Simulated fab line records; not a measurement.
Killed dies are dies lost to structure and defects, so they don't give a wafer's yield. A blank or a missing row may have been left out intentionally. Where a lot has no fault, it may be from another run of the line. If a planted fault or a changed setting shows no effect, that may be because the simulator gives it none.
Which tool was responsible? | flow sky130 | 45 wafers from 15 lots sampled at 7 of the route's 708 steps

WHAT THE GAUGES READ, wafer by wafer
SKY_SD_N_TW_MEAS_12.
lot  | measured     | on            | SD_N_TW
L417 | day 27 20:25 | film metro-01 | 3980 3983 3977
L418 | day 28 06:02 | film metro-04 | 3965 3981 3994
L419 | day 28 12:04 | film metro-02 | 3973 3961 3969
L420 | day 28 15:55 | film metro-04 | 3994 3988 3984
L421 | day 29 22:01 | film metro-01 | 3962 3969 3939
L423 | day 30 16:59 | film metro-01 | 3986 4002 4011
L428 | day 31 21:13 | film metro-04 | 1391 1399 1394
L429 | day 32 08:22 | film metro-02 | 1377 1381 1386
L430 | day 32 17:41 | film metro-01 | 1395 1396 1398
L432 | day 33 01:29 | film metro-02 | 3965 3971 3959
L433 | day 33 14:40 | film metro-04 | 3973 4009 3978
L435 | day 34 01:20 | film metro-02 | 3939 3948 3949
L436 | day 34 06:36 | film metro-01 | 3950 3973 3965
L438 | day 34 19:46 | film metro-02 | 3978 3995 3994
L440 | day 35 07:57 | film metro-04 | 3974 3995 3974

SKY_SD_N_RS_MEAS_16: the measuring method here is four-point-probe.
lot  | measured     | on            | SD_N_RS (ohm/sq)
L417 | day 27 20:43 | film metro-01 | 68.65 68.64 68.69
L418 | day 28 06:20 | film metro-01 | 68.58 68.77 68.67
L419 | day 28 12:21 | film metro-04 | 68.54 68.61 68.53
L420 | day 28 16:12 | film metro-02 | 68.56 68.46 68.55
L421 | day 29 22:20 | film metro-04 | 68.48 68.59 68.56
L423 | day 30 17:17 | film metro-04 | 68.79 68.70 68.63
L428 | day 31 21:31 | film metro-02 | 441.16 441.45 442.16
L429 | day 32 08:40 | film metro-02 | 440.68 442.93 441.70
L430 | day 32 17:59 | film metro-04 | 439.30 440.86 439.88
L432 | day 33 01:46 | film metro-02 | 68.39 68.48 68.41
L433 | day 33 14:57 | film metro-01 | 68.59 68.69 68.54
L435 | day 34 01:37 | film metro-01 | 68.78 68.77 68.75
L436 | day 34 06:54 | film metro-01 | 68.52 68.49 68.49
L438 | day 34 20:03 | film metro-04 | 68.60 68.70 68.44
L440 | day 35 08:15 | film metro-02 | 68.35 68.35 68.49

SKY_SD_N_RS_MEAS_18: the measuring method here is four-point-probe.
lot  | measured     | on            | RES_XHIGH_RS (ohm/sq)
L417 | day 27 20:57 | film metro-01 | 335.1 333.8 333.9
L418 | day 28 06:34 | film metro-01 | 334.6 335.3 333.6
L419 | day 28 12:35 | film metro-04 | 333.7 333.2 332.6
L420 | day 28 16:26 | film metro-02 | 333.3 332.1 334.1
L421 | day 29 22:35 | film metro-04 | 333.6 334.1 333.4
L423 | day 30 17:31 | film metro-04 | 334.7 335.0 333.6
L432 | day 33 02:00 | film metro-02 | 333.9 333.3 333.0
L433 | day 33 15:11 | film metro-01 | 333.0 333.2 333.7
L435 | day 34 01:52 | film metro-01 | 333.5 334.6 335.8
L436 | day 34 07:08 | film metro-01 | 334.7 334.2 334.4
L438 | day 34 20:17 | film metro-04 | 333.5 332.9 333.4
L440 | day 35 08:29 | film metro-02 | 333.9 333.3 334.4

EACH LOT AND THE TOOL THAT RAN IT (in order: tool; ch and the chambers of the sampled wafers; start)
lot  | SKY_POLY_CUT_STRIP_12                | SKY_SD_N_IMPLANT_09             | SKY_SD_N_STRIP_11                    | SKY_SD_N_RTA_14
L417 | plasma asher-04 ch 0,1, day 24 03:34 | implanter-02 ch 0, day 27 20:01 | plasma asher-03 ch 0,1, day 27 20:19 | rtp anneal-02 ch 0, day 27 20:32
L418 | plasma asher-02 ch 0,1, day 24 15:03 | implanter-01 ch 0, day 28 05:40 | plasma asher-04 ch 0,1, day 28 05:56 | rtp anneal-01 ch 0, day 28 06:09
L419 | plasma asher-02 ch 0,1, day 24 20:04 | implanter-02 ch 0, day 28 11:40 | plasma asher-01 ch 0,1, day 28 11:58 | rtp anneal-02 ch 0, day 28 12:11
L420 | plasma asher-01 ch 0,1, day 24 23:25 | implanter-04 ch 0, day 28 15:31 | plasma asher-01 ch 0,1, day 28 15:49 | rtp anneal-01 ch 0, day 28 16:02
L421 | plasma asher-04 ch 0,1, day 26 08:06 | implanter-02 ch 0, day 29 21:40 | plasma asher-01 ch 0,1, day 29 21:56 | rtp anneal-02 ch 0, day 29 22:08
L423 | plasma asher-04 ch 0,1, day 27 04:17 | implanter-02 ch 0, day 30 16:35 | plasma asher-01 ch 0, day 30 16:53   | rtp anneal-01 ch 0, day 30 17:06
L428 | plasma asher-01 ch 0,1, day 28 10:58 | implanter-02, day 31 20:49      | plasma asher-04 ch 0,1, day 31 21:07 | rtp anneal-01 ch 0, day 31 21:20
L429 | plasma asher-01 ch 0,1, day 28 21:43 | implanter-04, day 32 07:58      | plasma asher-03 ch 1, day 32 08:16   | rtp anneal-02 ch 0, day 32 08:29
L430 | plasma asher-02 ch 0,1, day 29 05:28 | implanter-02, day 32 17:17      | plasma asher-04 ch 0, day 32 17:35   | rtp anneal-01 ch 0, day 32 17:49
L432 | plasma asher-01 ch 0,1, day 29 15:32 | implanter-04 ch 0, day 33 01:05 | plasma asher-03 ch 0,1, day 33 01:23 | rtp anneal-01 ch 0, day 33 01:35
L433 | plasma asher-01 ch 0,1, day 30 05:23 | implanter-02 ch 0, day 33 14:16 | plasma asher-04 ch 0,1, day 33 14:34 | rtp anneal-02 ch 0, day 33 14:47
L435 | plasma asher-04 ch 0,1, day 30 15:44 | implanter-04 ch 0, day 34 00:56 | plasma asher-01 ch 0,1, day 34 01:13 | rtp anneal-02 ch 0, day 34 01:26
L436 | plasma asher-02 ch 0,1, day 30 22:07 | implanter-04 ch 0, day 34 06:14 | plasma asher-04 ch 0,1, day 34 06:31 | rtp anneal-01 ch 0, day 34 06:43
L438 | plasma asher-01 ch 0,1, day 31 10:59 | implanter-01 ch 0, day 34 19:22 | plasma asher-04 ch 0,1, day 34 19:40 | rtp anneal-01 ch 0, day 34 19:53
L440 | plasma asher-04 ch 0,1, day 31 23:54 | implanter-01 ch 0, day 35 07:35 | plasma asher-01 ch 0,1, day 35 07:52 | rtp anneal-01 ch 0, day 35 08:04
- SKY_POLY_CUT_STRIP_12: strips in O2/N2.
- SKY_SD_N_IMPLANT_09
- SKY_SD_N_STRIP_11: strips in O2/N2.
- SKY_SD_N_RTA_14: time 2 s.

AS READ BY THE TOOLS THEMSELVES (means over the sampled wafers that have a number; for cases with no such wafer, the mark the record gives instead)
SKY_POLY_CUT_STRIP_12.
lot  | tool            | chamber pressure mTorr (mTorr) | drypump motor current A (A) | oes product au (a.u.) | strip time to endpoint s (s)
L417 | plasma asher-04 | 1499.6                         | 5.4                         | 0.451                 | 5.340
L418 | plasma asher-02 | 1499.0                         | 5.8                         | 0.449                 | 5.374
L419 | plasma asher-02 | 1500.7                         | 5.8                         | 0.452                 | 5.360
L420 | plasma asher-01 | 1500.3                         | 5.5                         | 0.452                 | 5.361
L421 | plasma asher-04 | 1500.7                         | 5.8                         | 0.449                 | 5.350
L423 | plasma asher-04 | 1500.3                         | 5.8                         | 0.452                 | 5.349
L428 | plasma asher-01 | 1500.5                         | 5.7                         | 0.450                 | 5.358
L429 | plasma asher-01 | 1499.6                         | 5.7                         | 0.455                 | 5.377
L430 | plasma asher-02 | 1499.2                         | 5.8                         | 0.450                 | 5.354
L432 | plasma asher-01 | 1499.9                         | 5.7                         | 0.452                 | 5.372
L433 | plasma asher-01 | 1500.1                         | 5.5                         | 0.453                 | 5.362
L435 | plasma asher-04 | 1498.6                         | 5.8                         | 0.450                 | 5.363
L436 | plasma asher-02 | 1500.7                         | 5.9                         | 0.453                 | 5.370
L438 | plasma asher-01 | 1500.7                         | 5.5                         | 0.454                 | 5.370
L440 | plasma asher-04 | 1500.2                         | 5.4                         | 0.451                 | 5.359

SKY_SD_N_IMPLANT_09.
lot  | tool         | beam energy keV | beam on s (s) | tilt deg (degrees)
L417 | implanter-02 | 50.018          | 19.2          | -0.013
L418 | implanter-01 | 49.997          | 18.1          | -0.016
L419 | implanter-02 | 50.002          | 19.4          | 0.006
L420 | implanter-04 | 49.998          | 23.0          | 0.005
L421 | implanter-02 | 50.006          | 19.1          | -0.023
L423 | implanter-02 | 49.994          | 18.9          | 0.004
L428 | implanter-02 | -               | -             | -
L429 | implanter-04 | -               | -             | -
L430 | implanter-02 | -               | -             | -
L432 | implanter-04 | 50.003          | 23.3          | 0.000
L433 | implanter-02 | 50.016          | 18.9          | -0.025
L435 | implanter-04 | 49.997          | 23.1          | -0.006
L436 | implanter-04 | 49.989          | 23.7          | 0.002
L438 | implanter-01 | 50.019          | 18.3          | 0.027
L440 | implanter-01 | 49.999          | 17.7          | 0.013

SKY_SD_N_STRIP_11.
lot  | tool            | chamber pressure mTorr (mTorr) | drypump motor current A (A) | oes product au (a.u.) | strip time to endpoint s (s)
L417 | plasma asher-03 | 1498.5                         | 5.7                         | 0.527                 | 22.58
L418 | plasma asher-04 | 1500.3                         | 5.8                         | 0.534                 | 22.51
L419 | plasma asher-01 | 1499.7                         | 5.7                         | 0.531                 | 22.56
L420 | plasma asher-01 | 1499.5                         | 5.6                         | 0.527                 | 22.61
L421 | plasma asher-01 | 1501.3                         | 5.5                         | 0.525                 | 22.57
L423 | plasma asher-01 | 1501.2                         | 5.3                         | 0.529                 | 22.52
L428 | plasma asher-04 | 1499.4                         | 5.8                         | 0.713                 | 14.18
L429 | plasma asher-03 | 1500.1                         | 6.1                         | 0.719                 | 14.12
L430 | plasma asher-04 | 1499.0                         | 6.2                         | 0.719                 | 14.20
L432 | plasma asher-03 | 1500.1                         | 5.3                         | 0.529                 | 22.62
L433 | plasma asher-04 | 1499.4                         | 5.4                         | 0.527                 | 22.60
L435 | plasma asher-01 | 1499.9                         | 5.7                         | 0.526                 | 22.54
L436 | plasma asher-04 | 1499.3                         | 5.4                         | 0.529                 | 22.58
L438 | plasma asher-04 | 1500.7                         | 5.8                         | 0.532                 | 22.55
L440 | plasma asher-01 | 1499.7                         | 5.7                         | 0.527                 | 22.54

SKY_SD_N_RTA_14.
lot  | tool          | lamp power pct (%) | wafer_temp_C_max
L417 | rtp anneal-02 | 15.67              | 1077.1
L418 | rtp anneal-01 | 15.73              | 1077.7
L419 | rtp anneal-02 | 15.71              | 1077.6
L420 | rtp anneal-01 | 15.75              | 1078.9
L421 | rtp anneal-02 | 15.73              | 1079.2
L423 | rtp anneal-01 | 15.71              | 1077.4
L428 | rtp anneal-01 | 15.71              | 1078.0
L429 | rtp anneal-02 | 15.66              | 1077.5
L430 | rtp anneal-01 | 15.71              | 1078.0
L432 | rtp anneal-01 | 15.72              | 1079.7
L433 | rtp anneal-02 | 15.78              | 1078.5
L435 | rtp anneal-02 | 15.73              | 1078.2
L436 | rtp anneal-01 | 15.78              | 1078.6
L438 | rtp anneal-01 | 15.77              | 1078.0
L440 | rtp anneal-01 | 15.71              | 1077.3

THE ANSWER, worked out from the rows above alone
Rule: the usual values come from the lots themselves. Put in order of their means at a reading, lots are off if they are a third of the lots or fewer, leave a main group of 4 or more, and stand apart from it by a gap of 3 or more times the standard deviation of the main group's means; of several such gaps the widest counts. If all means in a main group match to the digits the tables above print for the reading, that group is not used. Also off: a lot with no number at a reading for which 4 or more lots have one. The other lots that the step has rows for count as sound. The gauges are gone through in route order, then the tools' own readings, and for those a lot's mean is taken as printed above. At the first step where some lot is off, the reading lying furthest off is the one used; lots without a number count as furthest.
Off: at SKY_SD_N_TW_MEAS_12 (SD_N_TW), L428, L429, L430. The main group: mean 3975, standard deviation 15.
If a tool, at a process step before that reading, ran all the lots that are off and no sound lot after the first of them, it fits. The gauges at SKY_SD_N_TW_MEAS_12 aren't tried: what is off there is off at SKY_SD_N_IMPLANT_09 too, on other tools, and a gauge's error can't cause that. Not one of the candidates tried fits.

WHAT THE SIMULATOR HAD INSERTED
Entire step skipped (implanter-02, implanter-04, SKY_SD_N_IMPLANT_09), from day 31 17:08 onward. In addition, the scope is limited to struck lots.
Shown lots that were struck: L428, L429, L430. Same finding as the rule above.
